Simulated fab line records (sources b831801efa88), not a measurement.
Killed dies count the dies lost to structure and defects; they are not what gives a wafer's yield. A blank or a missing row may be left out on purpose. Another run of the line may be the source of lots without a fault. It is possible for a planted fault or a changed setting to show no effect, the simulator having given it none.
Which tool did it? | flow gf180mcu | 13 lots, 39 wafers sampled, at 2 steps of a route of 602

== WHAT EACH GAUGE READ, for each wafer ==
GF_V4_CD_MEAS_14: the cd target is 260 nm. Usual: 259.9 nm for cd nm, sd 1.4.
lot  | measured     | on        | cd nm (nm)        | flag
L791 | day 24 14:27 | cd sem-02 | 261.1 260.0 260.3 |
L792 | day 24 20:53 | cd sem-01 | 261.7 261.6 261.6 |
L793 | day 25 09:04 | cd sem-01 | 259.3 258.6 259.6 |
L797 | day 26 21:05 | cd sem-01 | 260.7 260.2 260.5 |
L802 | day 28 13:49 | cd sem-01 | 261.8 261.8 260.4 |
L804 | day 29 05:05 | cd sem-02 | 261.3 262.7 261.0 |
L806 | day 29 17:56 | cd sem-01 | 257.9 259.6 259.1 |
L808 | day 30 03:44 | cd sem-01 | 260.6 260.9 261.2 |
L809 | day 30 05:47 | cd sem-02 | 259.1 260.2 260.2 |
L810 | day 30 18:17 | cd sem-01 | 258.9 259.4 259.0 |
L811 | day 30 20:31 | cd sem-02 | 260.0 259.7 258.1 |
L812 | day 31 00:45 | cd sem-01 | 261.8 259.2 260.3 |
L813 | day 31 06:45 | cd sem-01 | 258.0 258.7 259.1 |

== WHICH TOOL RAN EACH LOT (tool, then ch and the chambers of the sampled wafers, then the start) ==
lot  | GF_V4_CMP_04
L791 | cmp-02 ch 0,2,3, day 23 15:42
L792 | cmp-01 ch 0,1,3, day 23 22:31
L793 | cmp-02 ch 0,1,2, day 24 10:47
L797 | cmp-01 ch 0,1,3, day 26 01:22
L802 | cmp-02 ch 0,1,3, day 27 17:53
L804 | cmp-02 ch 1,2,3, day 28 09:19
L806 | cmp-01 ch 1,3, day 28 22:52
L808 | cmp-02 ch 1,3, day 29 08:29
L809 | cmp-01 ch 0,1,3, day 29 11:17
L810 | cmp-02 ch 1,2, day 29 23:56
L811 | cmp-01 ch 0,1,2, day 30 02:16
L812 | cmp-01 ch 0,3, day 30 06:04
L813 | cmp-01 ch 0,2, day 30 12:26
- GF_V4_CMP_04: polishes SiO2.

== AS READ BY THE TOOLS THEMSELVES (means over the sampled wafers that have a number; for cases with no such wafer, the mark the record gives instead) ==
GF_V4_CMP_04. Usual: edge zone pressure frac 1.000, standard deviation 0.0047; motor current A 12.6 A, standard deviation 1.1; slurry flow ml min 149.9, standard deviation 0.46; time to endpoint s 81 s, standard deviation 4.2.
lot  | tool   | edge zone pressure frac | motor current A (A) | slurry flow ml min | time to endpoint s (s) | flag
L791 | cmp-02 | 0.999                   | 13.5                | 150.1              | 82                     |
L792 | cmp-01 | 1.009                   | 11.9                | 149.7              | 78                     |
L793 | cmp-02 | 0.997                   | 13.3                | 150.5              | 84                     |
L797 | cmp-01 | 1.000                   | 12.0                | 150.3              | 81                     |
L802 | cmp-02 | 1.000                   | 13.7                | 149.8              | 80                     |
L804 | cmp-02 | 1.004                   | 13.0                | 149.9              | 83                     |
L806 | cmp-01 | 0.997                   | 12.2                | 149.5              | 83                     |
L808 | cmp-02 | 1.000                   | 13.7                | 149.7              | 79                     |
L809 | cmp-01 | 0.996                   | 12.0                | 149.4              | 84                     |
L810 | cmp-02 | 1.001                   | 13.3                | 149.8              | 82                     |
L811 | cmp-01 | 1.004                   | 11.4                | 149.9              | 79                     |
L812 | cmp-01 | 1.001                   | 11.8                | 149.7              | 87                     |
L813 | cmp-01 | 1.000                   | 11.4                | 150.3              | 85                     |

== THE ANSWER, worked out from the rows above alone ==
Rule: take the mean of a lot's wafers that have a number; if it is more than 3 standard deviations from the usual mean, the lot is off. Also off: a lot with no number at a reading for which 4 or more lots have one. All remaining lots with rows at the step are treated as sound. After the gauges, taken in route order, come the tools' own readings; for these a lot's mean is taken, as printed above. The first step at which some lot is off is used, and at that step the reading that is off furthest; a lot without a number counts as furthest.
Across all readings shown, no lot is off: no conclusion can be drawn from this.

== WHAT THE SIMULATOR PUT IN ==
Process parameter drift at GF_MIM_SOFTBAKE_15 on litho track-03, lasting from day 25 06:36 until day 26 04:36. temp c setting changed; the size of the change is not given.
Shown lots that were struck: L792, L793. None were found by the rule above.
